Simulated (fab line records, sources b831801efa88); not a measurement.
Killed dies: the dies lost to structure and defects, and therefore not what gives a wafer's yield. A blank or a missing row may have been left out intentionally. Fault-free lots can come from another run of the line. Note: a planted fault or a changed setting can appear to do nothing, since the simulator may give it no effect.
fab line records ; flow sky130
[record] lots = 7; wafers = 21; last_day = 50
route steps=708 shown VIA4@639
lots with no fault: from the same line, run without faults
start_h: hours from the record's opening day to when the first of the lot's shown wafers began ; wait_h: hours elapsed since this lot's preceding step ; " unchanged from the row above ; L1.1+2: one row covering several wafers at once ; - either no value or no given start ; * or withheld: withheld ; < > ~ a bound
route shown NAME@n: NAME is a module with steps in the file, n the number in the route of the first one ; usual: mean and standard deviation over wafers with no fault ; same: alike in all rows ; chamber/n: place in a boat ; sites: per-site readings ; _std_site: their standard deviation ; _edge_site: inner sites' mean taken away from outer sites' mean ; radius_mm: for every site, how far away it sits from the centre of the wafer ; mask NAME#n: copy n ; behind: tool/chamber where the wafer was last shaped ; hold: cause of the lot's hold/its duration in hours/its outcome ; device: whichever transistor did not switch (one of n, p or np) ; end of line: the tests these same wafers got at the end of their route ; where a step has no rows: the recipe by itself ; killed: at the first sort, the dies lost to defects and structure; wafer yield is something else ; map: the dies of a wafer, with x for killed, . for not killed, _ for no die there
set.NAME: the setting as run; set.NAME@STEP: as run at that earlier step ; model.NAME: the simulator's own value behind a step, which no gauge read
lots at some steps of the route; a table a step, a row a wafer
services: from which hour (start_h, from the record's first day; less than 0 if before it) a tool's chamber was out of use, for how many hours, and why
[[steps]]
[step SKY_VIA4_HDPCVD_00]
[recipe] material = SiO2; target_thk_nm = 1750; sigma_open_frac = 0.3; time_s = 291.7; temp_c = 400; sih4_flow_sccm = 60; pressure_mtorr = 6
[step SKY_VIA4_THK_MEAS_01]
[recipe] reads = SiO2_of_VIA4_HDPCVD_00
[usual] VIA4_HDPCVD_THK = 1757/20
lot.wafer;tool;chamber;start_h;wait_h;VIA4_HDPCVD_THK[nm]
L864.1;film_metro-02;-;1066.73;0.1;1787
L864.2;film_metro-02;-;1066.73;0.1;1769
L864.3;film_metro-02;-;1066.73;0.1;1765
L863.1;film_metro-02;-;1069.75;0.1;1784
L863.3;film_metro-02;-;1069.75;0.1;1783
L863.5;film_metro-02;-;1069.75;0.1;1775
L867.2;film_metro-02;-;1088.54;0.1;1753
L867.3;film_metro-02;-;1088.54;0.1;1730
L867.5;film_metro-02;-;1088.54;0.1;1771
L868.1;film_metro-01;-;1095.60;0.1;1742
L868.2;film_metro-01;-;1095.60;0.1;1797
L868.4;film_metro-01;-;1095.60;0.1;1758
L869.2;film_metro-02;-;1099.23;0.1;1750
L869.4;film_metro-02;-;1099.23;0.1;1770
L869.5;film_metro-02;-;1099.23;0.1;1742
L872.1;film_metro-02;-;1112.61;0.1;1772
L872.5;film_metro-02;-;1112.61;0.1;1786
L872.6;film_metro-02;-;1112.61;0.1;1764
L874.2;film_metro-03;-;1129.35;0.1;1739
L874.3;film_metro-03;-;1129.35;0.1;1742
L874.5;film_metro-03;-;1129.35;0.1;1743
[step SKY_VIA4_CMP_02]
[recipe] material = SiO2; down_force_psi = 4; platen_rpm = 60; pad_velocity_m_s = 0.94248
[usual] motor_current_A = 12.8/1.2; platen_rpm = 60.00/0.049; slurry_flow_ml_min = 150.0/0.47
lot.wafer;tool;chamber;start_h;wait_h;motor_current_A;platen_rpm;slurry_flow_ml_min
L864.2;cmp-02;0;1066.86;0.1;12.7;60.03;150.0
L864.3;cmp-02;2;1066.86;0.1;12.2;59.96;150.0
L864.1;cmp-02;3;1066.86;0.1;13.4;60.02;150.9
L863.1;cmp-02;3;1069.86;0.1;13.7;60.00;150.4
L863.3;cmp-02;1;1069.86;0.1;11.8;59.99;150.1
L863.5;cmp-02;2;1069.86;0.1;11.8;60.00;150.0
L867.3;cmp-01;2;1090.41;1.8;15.6;60.02;150.3
L867.2;cmp-01;3;1090.41;1.8;12.8;60.05;150.4
L867.5;cmp-01;3;1090.41;1.8;13.3;60.02;150.8
L868.4;cmp-01;3;1095.96;0.3;13.3;59.99;150.1
L868.2;cmp-01;0;1095.96;0.3;11.4;60.00;149.9
L868.1;cmp-01;1;1095.96;0.3;11.4;60.00;150.2
L869.2;cmp-01;2;1099.33;0.1;14.7;60.06;149.7
L869.4;cmp-01;3;1099.33;0.1;13.5;60.04;149.7
L869.5;cmp-01;1;1099.33;0.1;11.8;60.02;151.0
L872.1;cmp-01;3;1112.84;0.2;13.8;60.06;150.7
L872.6;cmp-01;2;1112.84;0.2;14.6;59.99;150.5
L872.5;cmp-01;3;1112.84;0.2;13.9;59.96;150.3
L874.2;cmp-01;1;1129.40;0.0;11.5;59.98;149.6
L874.3;cmp-01;3;1129.40;0.0;12.7;59.95;149.4
L874.5;cmp-01;2;1129.40;0.0;14.4;59.91;150.4
[step SKY_VIA4_BOW_MEAS_03]
[recipe] mode = bow
[usual] VIA4_BOW = 79/7.7
lot.wafer;tool;chamber;start_h;wait_h;VIA4_BOW[um]
L864.1;film_metro-03;-;1067.16;0.1;82
L864.2;film_metro-03;-;1067.16;0.1;85
L864.3;film_metro-03;-;1067.16;0.1;82
L863.1;film_metro-02;-;1070.11;0.2;77
L863.3;film_metro-02;-;1070.11;0.2;80
L863.5;film_metro-02;-;1070.11;0.2;85
L867.2;film_metro-02;-;1090.73;0.2;87
L867.3;film_metro-02;-;1090.73;0.2;76
L867.5;film_metro-02;-;1090.73;0.2;73
L868.1;film_metro-02;-;1096.26;0.1;79
L868.2;film_metro-02;-;1096.26;0.1;73
L868.4;film_metro-02;-;1096.26;0.1;82
L869.2;film_metro-02;-;1099.60;0.2;82
L869.4;film_metro-02;-;1099.60;0.2;94
L869.5;film_metro-02;-;1099.60;0.2;88
L872.1;film_metro-02;-;1113.09;0.2;72
L872.5;film_metro-02;-;1113.09;0.2;84
L872.6;film_metro-02;-;1113.09;0.2;75
L874.2;film_metro-01;-;1129.72;0.3;83
L874.3;film_metro-01;-;1129.72;0.3;74
L874.5;film_metro-01;-;1129.72;0.3;69
[step SKY_VIA4_DEHYDRATE_04]
[recipe] temp_c = 200; time_s = 60
[step SKY_VIA4_HMDS_05]
[recipe] prime_time_s = 60; prime_temp_c = 120
[step SKY_VIA4_COAT_06]
[recipe] resist = NOVOLAK; spin_rpm = 3000; resist_thk_nm = 1140
[step SKY_VIA4_SOFTBAKE_07]
[recipe] temp_c = 90; time_s = 60; resist = NOVOLAK
[step SKY_VIA4_EXPOSE_08]
[recipe] mask_id = VIM4; na = 0.6; source_shape = conventional; sigma_outer = 0.6; polarization = unpolarized; target_cd_nm = 800; dose_mj = 132
[step SKY_VIA4_PEB_09]
[recipe] temp_c = withheld; time_s = *; resist = NOVOLAK
[step SKY_VIA4_DEVELOP_10]
[recipe] resist = NOVOLAK; developer = TMAH; develop_time_s = 60; dev_temp_c = 23
[step SKY_VIA4_OVL_MEAS_11]
[usual] VIA4_OVL = 2.0/1.4
lot.wafer;tool;chamber;start_h;wait_h;VIA4_OVL[nm]
L864.1;overlay-02;-;1087.79;0.1;1.9
L864.2;overlay-02;-;1087.79;0.1;2.4
L864.3;overlay-02;-;1087.79;0.1;2.7
L863.1;overlay-02;-;1089.93;0.1;0.4
L863.3;overlay-02;-;1089.93;0.1;1.0
L863.5;overlay-02;-;1089.93;0.1;-0.3
L867.2;overlay-01;-;1110.64;0.1;3.8
L867.3;overlay-01;-;1110.64;0.1;3.9
L867.5;overlay-01;-;1110.64;0.1;2.0
L868.1;overlay-02;-;1115.98;0.1;2.5
L868.2;overlay-02;-;1115.98;0.1;2.2
L868.4;overlay-02;-;1115.98;0.1;1.2
L869.2;overlay-01;-;1118.99;0.1;3.9
L869.4;overlay-01;-;1118.99;0.1;2.9
L869.5;overlay-01;-;1118.99;0.1;2.3
L872.1;overlay-01;-;1132.58;0.1;-0.2
L872.5;overlay-01;-;1132.58;0.1;1.1
L872.6;overlay-01;-;1132.58;0.1;0.0
L874.2;overlay-02;-;1148.04;0.1;3.1
L874.3;overlay-02;-;1148.04;0.1;4.1
L874.5;overlay-02;-;1148.04;0.1;4.6
[step SKY_VIA4_ETCH_12]
[recipe] target = SiO2; chemistry = C4F8/O2/Ar; stop_on = TiN; mask_material = NOVOLAK; source_w = 1500; bias_w = 1200; pressure_mtorr = 40; c4f8_flow_sccm = withheld; O2_flow_sccm = 6; Ar_flow_sccm = 300; time_s = withheld; target_depth_a = 5800
[usual] bias_w = 1200/3.6; chamber_pressure_mTorr = 40.00/0.032; oes_product_au = 0.925/0.0046
lot.wafer;tool;chamber;start_h;wait_h;bias_w;chamber_pressure_mTorr;oes_product_au;model.NOVOLAK_of_VIA4_COAT_06.thk_nm
L864.1;rie_diel-04;0;1087.82;0.0;1199;40.00;0.924;1014
L864.2;rie_diel-04;2;1087.82;0.0;1199;40.00;0.916;1009
L864.3;rie_diel-04;1;1087.82;0.0;1205;40.03;0.926;1013
L863.1;rie_diel-03;2;1089.97;0.0;1199;39.96;0.919;1003
L863.3;rie_diel-03;1;1089.97;0.0;1199;40.00;0.921;1005
L863.5;rie_diel-03;1;1089.97;0.0;1198;39.98;0.921;1004
L867.2;rie_diel-03;0;1110.67;0.0;-;-;-;1138
L867.3;rie_diel-03;1;1110.67;0.0;-;-;-;1140
L867.5;rie_diel-03;0;1110.67;0.0;-;-;-;1141
L868.1;rie_diel-03;1;1116.02;0.0;-;-;-;1141
L868.2;rie_diel-03;3;1116.02;0.0;-;-;-;1144
L868.4;rie_diel-03;2;1116.02;0.0;-;-;-;1142
L869.2;rie_diel-03;2;1119.02;0.0;-;-;-;1140
L869.4;rie_diel-03;2;1119.02;0.0;-;-;-;1141
L869.5;rie_diel-03;0;1119.02;0.0;-;-;-;1142
L872.1;rie_diel-02;2;1132.62;0.0;1192;39.96;0.929;1006
L872.5;rie_diel-02;2;1132.62;0.0;1197;40.00;0.923;1005
L872.6;rie_diel-02;1;1132.62;0.0;1208;39.97;0.922;1008
L874.2;rie_diel-03;1;1148.07;0.0;1195;39.96;0.923;1008
L874.3;rie_diel-03;3;1148.07;0.0;1201;39.99;0.924;1010
L874.5;rie_diel-03;1;1148.07;0.0;1200;40.02;0.922;1008
[step SKY_VIA4_STRIP_13]
[recipe] chemistry = O2/N2; power_w = 1400; pressure_mtorr = 1500; platen_temp_c = withheld; o2_flow_sccm = 3000; n2_flow_sccm = 300; overash_fraction = 0.5
[usual] drypump_motor_current_A = 5.8/0.37; n2_flow_sccm = 299.8/0.94; oes_product_au = 0.710/0.0048; strip_time_to_endpoint_s = 12.809/0.029
lot.wafer;tool;chamber;start_h;wait_h;drypump_motor_current_A;n2_flow_sccm;oes_product_au;rf_hours_counter_h;strip_time_to_endpoint_s
L864.1;plasma_asher-02;1;1087.90;-;5.9;300.3;0.706;94;12.829
L864.2;plasma_asher-02;0;1087.90;-;6.3;299.8;0.705;94;12.773
L864.3;plasma_asher-02;0;1087.90;-;6.3;301.1;0.717;-;12.824
L863.1;plasma_asher-03;1;1090.04;-;5.3;299.3;0.698;32;12.758
L863.3;plasma_asher-03;0;1090.04;-;5.9;300.0;0.707;-;12.796
L863.5;plasma_asher-03;0;1090.04;-;5.9;299.5;0.706;-;12.795
L867.2;plasma_asher-03;1;1110.75;-;5.3;299.7;0.712;34;14.175
L867.3;plasma_asher-03;0;1110.75;-;5.8;299.6;0.712;-;14.177
L867.5;plasma_asher-03;1;1110.75;-;5.3;298.4;0.715;-;14.184
L868.1;plasma_asher-03;0;1116.09;-;5.8;300.6;0.718;35;14.207
L868.2;plasma_asher-03;1;1116.09;-;5.3;299.9;0.714;35;14.229
L868.4;plasma_asher-03;0;1116.09;-;5.8;300.4;0.716;-;14.208
L869.2;plasma_asher-03;0;1119.09;-;5.9;299.7;0.707;35;14.170
L869.4;plasma_asher-03;0;1119.09;-;5.8;300.0;0.719;-;14.218
L869.5;plasma_asher-03;1;1119.09;-;5.3;299.4;0.713;-;14.203
L872.1;plasma_asher-02;1;1132.69;-;5.9;300.6;0.719;98;12.800
L872.5;plasma_asher-02;1;1132.69;-;5.8;298.8;0.719;-;12.806
L872.6;plasma_asher-02;0;1132.69;-;6.3;300.3;0.709;-;12.770
L874.2;plasma_asher-02;1;1148.15;-;5.9;299.3;0.707;99;12.773
L874.3;plasma_asher-02;0;1148.15;-;6.3;300.8;0.715;-;12.784
L874.5;plasma_asher-02;0;1148.15;-;6.3;299.3;0.696;-;12.841
[step SKY_VIA4_STRIP_14]
[recipe] chemistry = post_etch_residue_remover; time_s = 1200; temp_c = 72.5
[[services]]
tool;chamber;start_h;hours;kind
rie_diel-04;0;1050.46;19.6;repair
cmp-01;-;1052.79;0.2;repair
rie_diel-04;-;1053.70;0.2;repair
plasma_asher-03;-;1067.37;1.9;repair
cmp-02;-;1067.79;0.4;repair
rie_diel-03;-;1071.06;0.5;repair
cmp-01;-;1076.20;12.4;pm
cmp-02;-;1084.07;4.0;pm
cmp-02;-;1085.39;1.3;repair
cmp-02;-;1088.07;-;consumable_replace:conditioner
cmp-02;-;1088.07;-;consumable_replace:pad
rie_diel-03;-;1093.69;0.2;repair
rie_diel-03;-;1094.72;0.2;repair
cmp-02;-;1095.07;1.1;repair
plasma_asher-02;-;1107.97;2.1;repair
plasma_asher-02;-;1113.89;4.0;repair
rie_diel-03;3;1116.98;10.2;repair
cmp-01;-;1117.55;1.3;repair
rie_diel-04;-;1118.59;1.2;repair
[[key]]
[first_sign] step = SKY_VIA4_ETCH_12; reading = tool_record; direction = missing
[effect] step = SKY_VIA4_STRIP_13; reading = strip_time_to_endpoint_s; direction = up; sigmas = 47; usual = *; struck = *
[model_effect] step = SKY_VIA4_ETCH_12; value = NOVOLAK_of_VIA4_COAT_06.thk_nm; without = 1009; struck = 1141
met_at SKY_VIA4_ETCH_12
struck_wafers L867.2,L867.3,L867.5,L868.1,L868.2,L868.4,L869.2,L869.4,L869.5
later_rows_left_out L867.2,L867.3,L867.5,L868.1,L868.2,L868.4,L869.2,L869.4,L869.5
sort_left_out L867.2,L867.3,L867.5,L868.1,L868.2,L868.4,L869.2,L869.4,L869.5
onset_between 1089.97 1110.67
[fault] kind = skipped_step_whole; tool = rie_diel-03; chamber = -; onset_h = 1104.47; steps = SKY_VIA4_ETCH_12; scope = struck_lots_only
// sort_left_out: the simulated sort isn't trusted on such a fault, so these wafers' sort isn't shown, and their yield isn't known
// later_rows_left_out: the simulator's readings of these wafers behind a module that went badly wrong aren't trusted and aren't shown, but for the sort
